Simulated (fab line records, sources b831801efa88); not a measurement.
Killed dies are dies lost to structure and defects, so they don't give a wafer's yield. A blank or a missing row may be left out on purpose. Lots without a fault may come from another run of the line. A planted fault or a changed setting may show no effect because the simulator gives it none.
Which tool did it? | flow sky130 | 14 lots, 42 wafers sampled, at 4 steps of a route of 708

WHAT THE GAUGES READ, wafer by wafer
The record holds no reading of a measuring or inspecting step that can be judged against a usual standard deviation.

WHICH TOOL RAN EACH LOT (tool, then ch and the chambers of the sampled wafers, then the start)
lot  | SKY_VT_ADJUST_LVTN_STRIP_09          | SKY_VT_ADJUST_NCORE_EXPOSE_04       | SKY_VT_ADJUST_NCORE_STRIP_10         | SKY_VT_ADJUST_PCH_STRIP_09
L730 | plasma_asher-01 ch 0,1, day 7 10:36  | iline_stepper-01 ch 0, day 8 17:51  | plasma_asher-02 ch 0,1, day 9 04:40  | plasma_asher-03 ch 0,1, day 11 01:00
L731 | plasma_asher-01 ch 0,1, day 7 13:27  | iline_stepper-01 ch 0, day 8 20:36  | plasma_asher-01 ch 0,1, day 9 07:04  | plasma_asher-03 ch 0,1, day 11 03:42
L732 | plasma_asher-04 ch 0,1, day 8 02:36  | iline_stepper-02 ch 0, day 9 09:33  | plasma_asher-02 ch 0,1, day 9 20:10  | plasma_asher-01 ch 0,1, day 11 18:24
L733 | plasma_asher-04 ch 0,1, day 8 08:26  | iline_stepper-01 ch 0, day 9 15:19  | plasma_asher-02 ch 0,1, day 10 01:58 | plasma_asher-03 ch 0,1, day 12 01:33
L735 | plasma_asher-02 ch 0,1, day 8 19:45  | iline_stepper-02 ch 0, day 10 03:28 | plasma_asher-03 ch 0,1, day 10 15:11 | plasma_asher-03 ch 0,1, day 12 14:36
L736 | plasma_asher-02 ch 0,1, day 9 00:20  | iline_stepper-01 ch 0, day 10 09:04 | plasma_asher-01 ch 0,1, day 10 19:21 | plasma_asher-04 ch 0,1, day 12 18:38
L737 | plasma_asher-02 ch 0,1, day 9 07:20  | iline_stepper-01, day 10 16:30      | plasma_asher-01 ch 0,1, day 11 03:54 | plasma_asher-04 ch 0,1, day 13 03:50
L738 | plasma_asher-01 ch 0,1, day 9 13:57  | iline_stepper-01, day 10 23:34      | plasma_asher-01 ch 0,1, day 11 11:16 | plasma_asher-03 ch 0,1, day 13 10:15
L742 | plasma_asher-04 ch 0,1, day 10 14:57 | iline_stepper-01 ch 0, day 12 02:07 | plasma_asher-02 ch 0,1, day 12 14:16 | plasma_asher-04 ch 0, day 14 15:36
L746 | plasma_asher-04 ch 0,1, day 11 19:15 | iline_stepper-01 ch 0, day 13 07:12 | plasma_asher-01 ch 0,1, day 13 19:36 | plasma_asher-01 ch 0,1, day 15 23:15
L747 | plasma_asher-04 ch 0,1, day 11 23:30 | iline_stepper-01 ch 0, day 13 10:40 | plasma_asher-01 ch 0,1, day 13 22:40 | plasma_asher-04 ch 0,1, day 16 01:37
L749 | plasma_asher-04 ch 0,1, day 12 17:51 | iline_stepper-02 ch 0, day 14 07:41 | plasma_asher-02 ch 0,1, day 14 20:50 | plasma_asher-01 ch 0,1, day 17 04:42
L751 | plasma_asher-01 ch 1, day 13 02:23   | iline_stepper-02 ch 0, day 14 17:17 | plasma_asher-02 ch 0,1, day 15 06:05 | plasma_asher-01 ch 0,1, day 17 14:06
L750 | plasma_asher-02 ch 0,1, day 13 03:59 | iline_stepper-02 ch 0, day 14 18:36 | plasma_asher-01 ch 0,1, day 15 07:54 | plasma_asher-03 ch 0,1, day 17 15:56
- SKY_VT_ADJUST_LVTN_STRIP_09: strips in O2/N2.
- SKY_VT_ADJUST_NCORE_EXPOSE_04: exposes mask LVTN COMPLEMENT THIN, target cd 380 nm.
- SKY_VT_ADJUST_NCORE_STRIP_10: strips in O2/N2.
- SKY_VT_ADJUST_PCH_STRIP_09: strips in O2/N2.

WHAT THE TOOLS THEMSELVES READ (means of the sampled wafers that have a number; where no wafer has one, the mark that the record gives instead)
SKY_VT_ADJUST_LVTN_STRIP_09. Usual: chamber_pressure_mTorr 1500.0 mTorr, standard deviation 1.4; drypump_motor_current_A 5.18 A, standard deviation 0.21; oes_product_au 0.722 a.u., standard deviation 0.0042; strip_time_to_endpoint_s 36.85 s, standard deviation 0.11.
lot  | tool            | chamber_pressure_mTorr (mTorr) | drypump_motor_current_A (A) | oes_product_au (a.u.) | strip_time_to_endpoint_s (s) | flag
L730 | plasma_asher-01 | 1501.0                         | 5.06                        | 0.723                 | 36.89                        |
L731 | plasma_asher-01 | 1501.8                         | 5.05                        | 0.721                 | 36.79                        |
L732 | plasma_asher-04 | 1498.7                         | 5.21                        | 0.724                 | 36.95                        |
L733 | plasma_asher-04 | 1501.4                         | 5.21                        | 0.720                 | 36.89                        |
L735 | plasma_asher-02 | 1499.5                         | 5.42                        | 0.722                 | 36.93                        |
L736 | plasma_asher-02 | 1499.7                         | 5.43                        | 0.723                 | 36.95                        |
L737 | plasma_asher-02 | 1499.2                         | 5.19                        | 0.721                 | 36.96                        |
L738 | plasma_asher-01 | 1499.8                         | 5.05                        | 0.716                 | 36.74                        |
L742 | plasma_asher-04 | 1500.2                         | 5.20                        | 0.724                 | 36.82                        |
L746 | plasma_asher-04 | 1499.9                         | 5.21                        | 0.725                 | 36.87                        |
L747 | plasma_asher-04 | 1498.9                         | 5.28                        | 0.726                 | 36.97                        |
L749 | plasma_asher-04 | 1499.9                         | 5.29                        | 0.716                 | 36.84                        |
L751 | plasma_asher-01 | 1499.9                         | 5.05                        | 0.720                 | 36.90                        |
L750 | plasma_asher-02 | 1500.4                         | 5.18                        | 0.721                 | 36.97                        |

SKY_VT_ADJUST_NCORE_EXPOSE_04. Usual: exposure_dose_mJ_cm2 139.01, standard deviation 0.13; focus_offset_nm -0.1 nm, standard deviation 0.51; reticle_temp_C 23.03 C, standard deviation 0.1.
lot  | tool             | exposure_dose_mJ_cm2 | focus_offset_nm (nm) | reticle_temp_C (C) | flag
L730 | iline_stepper-01 | 138.92               | -0.4                 | 23.17              |
L731 | iline_stepper-01 | 138.71               | -0.2                 | 23.00              |
L732 | iline_stepper-02 | 138.99               | 0.4                  | 22.95              |
L733 | iline_stepper-01 | 139.16               | 0.0                  | 22.98              |
L735 | iline_stepper-02 | 139.07               | -0.5                 | 23.08              |
L736 | iline_stepper-01 | 139.04               | 0.4                  | 23.01              |
L737 | iline_stepper-01 | -                    | -                    | -                  | OFF
L738 | iline_stepper-01 | -                    | -                    | -                  | OFF
L742 | iline_stepper-01 | 139.08               | -0.5                 | 23.22              |
L746 | iline_stepper-01 | 138.95               | -0.1                 | 22.94              |
L747 | iline_stepper-01 | 139.00               | 0.0                  | 22.96              |
L749 | iline_stepper-02 | 139.03               | 0.2                  | 23.17              |
L751 | iline_stepper-02 | 139.11               | -0.6                 | 23.05              |
L750 | iline_stepper-02 | 139.00               | -0.3                 | 23.07              |

SKY_VT_ADJUST_NCORE_STRIP_10. Usual: chamber_pressure_mTorr 1499.9 mTorr, standard deviation 1.4; drypump_motor_current_A 5.2 A, standard deviation 0.35; oes_product_au 0.716 a.u., standard deviation 0.0044; strip_time_to_endpoint_s 14.18 s, standard deviation 0.037.
lot  | tool            | chamber_pressure_mTorr (mTorr) | drypump_motor_current_A (A) | oes_product_au (a.u.) | strip_time_to_endpoint_s (s) | flag
L730 | plasma_asher-02 | 1500.6                         | 5.1                         | 0.715                 | 14.20                        |
L731 | plasma_asher-01 | 1499.9                         | 5.1                         | 0.713                 | 14.25                        |
L732 | plasma_asher-02 | 1500.4                         | 5.2                         | 0.716                 | 14.21                        |
L733 | plasma_asher-02 | 1501.1                         | 5.2                         | 0.716                 | 14.18                        |
L735 | plasma_asher-03 | 1500.4                         | 5.9                         | 0.717                 | 14.21                        |
L736 | plasma_asher-01 | 1500.5                         | 5.0                         | 0.711                 | 14.16                        |
L737 | plasma_asher-01 | 1498.6                         | 5.0                         | 0.714                 | 14.24                        |
L738 | plasma_asher-01 | 1500.0                         | 5.1                         | 0.715                 | 14.16                        |
L742 | plasma_asher-02 | 1498.0                         | 5.2                         | 0.716                 | 14.19                        |
L746 | plasma_asher-01 | 1498.8                         | 5.1                         | 0.718                 | 14.16                        |
L747 | plasma_asher-01 | 1499.5                         | 5.1                         | 0.722                 | 14.14                        |
L749 | plasma_asher-02 | 1499.6                         | 5.2                         | 0.717                 | 14.20                        |
L751 | plasma_asher-02 | 1499.9                         | 5.2                         | 0.713                 | 14.18                        |
L750 | plasma_asher-01 | 1499.9                         | 5.1                         | 0.720                 | 14.18                        |

SKY_VT_ADJUST_PCH_STRIP_09. Usual: chamber_pressure_mTorr 1499.9 mTorr, standard deviation 1.4; drypump_motor_current_A 5.4 A, standard deviation 0.39; oes_product_au 0.723 a.u., standard deviation 0.0046; strip_time_to_endpoint_s 36.91 s, standard deviation 0.11.
lot  | tool            | chamber_pressure_mTorr (mTorr) | drypump_motor_current_A (A) | oes_product_au (a.u.) | strip_time_to_endpoint_s (s) | flag
L730 | plasma_asher-03 | 1500.8                         | 5.8                         | 0.724                 | 36.92                        |
L731 | plasma_asher-03 | 1500.7                         | 5.6                         | 0.728                 | 36.78                        |
L732 | plasma_asher-01 | 1500.9                         | 5.1                         | 0.723                 | 36.97                        |
L733 | plasma_asher-03 | 1500.2                         | 5.8                         | 0.725                 | 36.76                        |
L735 | plasma_asher-03 | 1500.6                         | 5.6                         | 0.715                 | 36.93                        |
L736 | plasma_asher-04 | 1500.3                         | 5.2                         | 0.722                 | 37.03                        |
L737 | plasma_asher-04 | 1500.2                         | 5.2                         | 0.728                 | 37.01                        |
L738 | plasma_asher-03 | 1501.4                         | 5.6                         | 0.724                 | 36.91                        |
L742 | plasma_asher-04 | 1498.9                         | 5.1                         | 0.723                 | 37.02                        |
L746 | plasma_asher-01 | 1499.3                         | 5.1                         | 0.725                 | 36.78                        |
L747 | plasma_asher-04 | 1500.7                         | 5.3                         | 0.726                 | 36.76                        |
L749 | plasma_asher-01 | 1498.2                         | 5.1                         | 0.722                 | 36.90                        |
L751 | plasma_asher-01 | 1500.1                         | 5.0                         | 0.720                 | 36.84                        |
L750 | plasma_asher-03 | 1498.9                         | 5.6                         | 0.723                 | 36.95                        |

THE ANSWER, worked out from the rows above alone
Rule: a lot is off if the mean of its wafers that have a number lies more than 3 standard deviations from the usual mean. A lot without any number at a reading at which 4 lots or more have one is off too. The other lots that the step has rows for count as sound. The gauges are gone through in route order, then the tools' own readings, and for those a lot's mean is taken as printed above. The first step at which some lot is off is used, and at that step the reading that is off furthest; a lot without a number counts as furthest.
Off: L737, L738, at SKY_VT_ADJUST_NCORE_EXPOSE_04 (exposure_dose_mJ_cm2). Without a number there: L737, L738.
A tool fits if, at that step or a process step before it, it ran every lot that is off, and no sound lot after the first of them. None of those tried fits.

WHAT THE SIMULATOR HAD PUT IN
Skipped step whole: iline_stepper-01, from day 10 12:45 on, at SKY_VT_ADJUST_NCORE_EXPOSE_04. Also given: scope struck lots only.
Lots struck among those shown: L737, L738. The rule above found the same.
